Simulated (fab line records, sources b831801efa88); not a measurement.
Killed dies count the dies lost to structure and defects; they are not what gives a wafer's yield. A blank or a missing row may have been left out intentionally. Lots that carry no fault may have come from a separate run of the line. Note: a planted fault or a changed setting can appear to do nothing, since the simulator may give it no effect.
Which of the tools did it? -- flow gf180mcu -- 13 lots with 38 wafers sampled at 4 steps, on a route of 602 steps

## WHAT EACH GAUGE READ, for each wafer
GF_VT_IMPLANT_OVL_MEAS_40. Usual: VT_IMPLANT_03_OVL -0.8 nm, standard deviation 1.4.
lot,measured,on,VT_IMPLANT_03_OVL (nm),flag
L328,day 6 17:56,overlay-02,-0.9 -2.0 -3.2,
L331,day 7 14:08,overlay-01,-2.2 -1.4 -0.8,
L333,day 8 05:32,overlay-01,-1.5 -0.6 1.5,
L334,day 10 07:35,overlay-01,-0.5 0.5 0.6,
L335,day 10 08:01,overlay-02,0.0 -0.2 2.4,
L336,day 10 13:10,overlay-02,-2.7 -3.1 -0.4,
L338,day 10 14:28,overlay-02,1.2 -0.4 0.6,
L337,day 10 15:16,overlay-02,-2.0 -3.0 -2.3,
L339,day 10 15:21,overlay-01,1.0 -0.8 1.0,
L340,day 10 17:40,overlay-01,-0.8 0.7 -0.9,
L341,day 11 01:11,overlay-02,1.0 -0.4 -1.3,
L342,day 11 14:33,overlay-02,1.5 2.3 -0.8,
L351,day 14 03:48,overlay-01,-0.4 -1.1,

GF_HV_LDD_OVL_MEAS_32. Usual: HV_LDD_02_OVL 0.8 nm, standard deviation 1.5.
lot,measured,on,HV_LDD_02_OVL (nm),flag
L328,day 10 19:01,overlay-02,-0.8 0.2 1.6,
L331,day 11 18:58,overlay-01,1.9 2.5 4.6,
L333,day 12 09:43,overlay-02,1.7 0.8 1.8,
L334,day 14 17:26,overlay-01,1.9 1.6 3.9,
L335,day 14 21:31,overlay-01,-1.0 -0.4 -1.4,
L336,day 15 00:26,overlay-01,2.0 1.2 2.7,
L338,day 15 01:01,overlay-01,2.2 0.1 -1.1,
L337,day 15 03:10,overlay-02,1.3 3.2 0.1,
L339,day 15 04:40,overlay-02,0.8 -0.1 -1.1,
L340,day 15 05:14,overlay-01,-0.1 1.0 2.2,
L341,day 15 18:10,overlay-02,-0.6 -0.9 -0.7,
L342,day 16 13:52,overlay-02,0.6 1.3 1.4,
L351,day 19 13:52,overlay-01,1.4 1.6,

## TOOL THAT RAN EACH LOT (tool first, then ch and the chambers of the sampled wafers, then the start)
lot,GF_DNWELL_STRIP_08,GF_VT_IMPLANT_SOFTBAKE_36
L328,"plasma-asher-02 ch 0,1, day 2 17:26","litho-track-04 ch 0, day 6 09:56"
L331,"plasma-asher-04 ch 0,1, day 3 10:38","litho-track-02 ch 0, day 7 06:14"
L333,"plasma-asher-04 ch 0,1, day 3 19:30","litho-track-01 ch 0, day 7 21:18"
L334,"plasma-asher-02 ch 0, day 4 22:44","litho-track-02 ch 0, day 9 22:38"
L335,"plasma-asher-02 ch 0,1, day 4 23:23","litho-track-02 ch 0, day 9 23:12"
L336,"plasma-asher-03 ch 0,1, day 5 02:41","litho-track-02 ch 0, day 10 03:24"
L338,"plasma-asher-02 ch 0,1, day 5 02:54","litho-track-04 ch 0, day 10 05:40"
L337,"plasma-asher-03 ch 0,1, day 5 03:14","litho-track-04 ch 0, day 10 06:14"
L339,"plasma-asher-02 ch 0,1, day 5 03:35","litho-track-01 ch 0, day 10 06:19"
L340,"plasma-asher-04 ch 0, day 5 06:50","litho-track-01 ch 0, day 10 08:30"
L341,"plasma-asher-04 ch 0,1, day 5 13:20","litho-track-01 ch 0, day 10 15:43"
L342,"plasma-asher-03 ch 0,1, day 6 00:23","litho-track-04 ch 0, day 11 04:44"
L351,"plasma-asher-02 ch 0,1, day 7 23:10","litho-track-01 ch 0, day 13 17:22"
- GF_DNWELL_STRIP_08: strips in O2/N2.
- GF_VT_IMPLANT_SOFTBAKE_36: time 60 s.

## AS READ BY THE TOOLS THEMSELVES (means over the sampled wafers that have a number; for cases with no such wafer, the mark the record gives instead)
GF_DNWELL_STRIP_08. Usual: drypump-motor-current-A 5.7 A, standard deviation 0.32; heater-power-w 312 W, standard deviation 40; oes-product-au 0.722 a.u., standard deviation 0.0047; strip-time-to-endpoint-s 37.00 s, standard deviation 0.097.
lot,tool,drypump-motor-current-A (A),heater-power-w (W),oes-product-au (a.u.),strip-time-to-endpoint-s (s),flag
L328,plasma-asher-02,6.0,313,0.720,36.99,
L331,plasma-asher-04,5.4,352,0.720,37.07,
L333,plasma-asher-04,5.5,331,0.727,36.90,
L334,plasma-asher-02,5.9,306,0.722,37.00,
L335,plasma-asher-02,5.9,319,0.722,37.02,
L336,plasma-asher-03,5.5,258,0.723,37.07,
L338,plasma-asher-02,6.0,317,0.723,37.05,
L337,plasma-asher-03,5.5,263,0.724,36.90,
L339,plasma-asher-02,5.9,312,0.723,36.84,
L340,plasma-asher-04,5.2,377,0.719,36.98,
L341,plasma-asher-04,5.5,327,0.722,37.11,
L342,plasma-asher-03,5.7,257,0.720,36.87,
L351,plasma-asher-02,6.0,314,0.724,37.05,

GF_VT_IMPLANT_SOFTBAKE_36. Usual: heater-power-total-W 56.60 W, standard deviation 0.046; run-length-s 88.96 s, standard deviation 0.14.
lot,tool,heater-power-total-W (W),run-length-s (s),flag
L328,litho-track-04,56.59,89.03,
L331,litho-track-02,56.56,88.87,
L333,litho-track-01,56.59,89.05,
L334,litho-track-02,56.59,88.80,
L335,litho-track-02,56.56,88.90,
L336,litho-track-02,56.63,88.91,
L338,litho-track-04,56.59,89.00,
L337,litho-track-04,56.58,89.18,
L339,litho-track-01,56.57,88.87,
L340,litho-track-01,56.58,89.11,
L341,litho-track-01,56.58,88.92,
L342,litho-track-04,56.58,89.13,
L351,litho-track-01,62.95,72.47,OFF

## THE ANSWER, worked out from the rows above alone
Rule: a lot is off if the mean of its wafers that have a number lies more than 3 standard deviations from the usual mean. Also off: a lot with no number at a reading for which 4 or more lots have one. The other lots that the step has rows for count as sound. The gauges are gone through in route order, then the tools' own readings, and for those a lot's mean is taken as printed above. At the first step where some lot is off, the reading lying furthest off is the one used; lots without a number count as furthest.
Off, at GF_VT_IMPLANT_SOFTBAKE_36 on heater-power-total-W: L351.
A tool fits if, at that step or a process step before it, it ran every lot that is off, and no sound lot after the first of them. Undecided on this evidence; 2 tools fit (plasma-asher-02 at GF_DNWELL_STRIP_08, litho-track-01 at GF_VT_IMPLANT_SOFTBAKE_36).

## WHAT HAD BEEN PUT IN BY THE SIMULATOR
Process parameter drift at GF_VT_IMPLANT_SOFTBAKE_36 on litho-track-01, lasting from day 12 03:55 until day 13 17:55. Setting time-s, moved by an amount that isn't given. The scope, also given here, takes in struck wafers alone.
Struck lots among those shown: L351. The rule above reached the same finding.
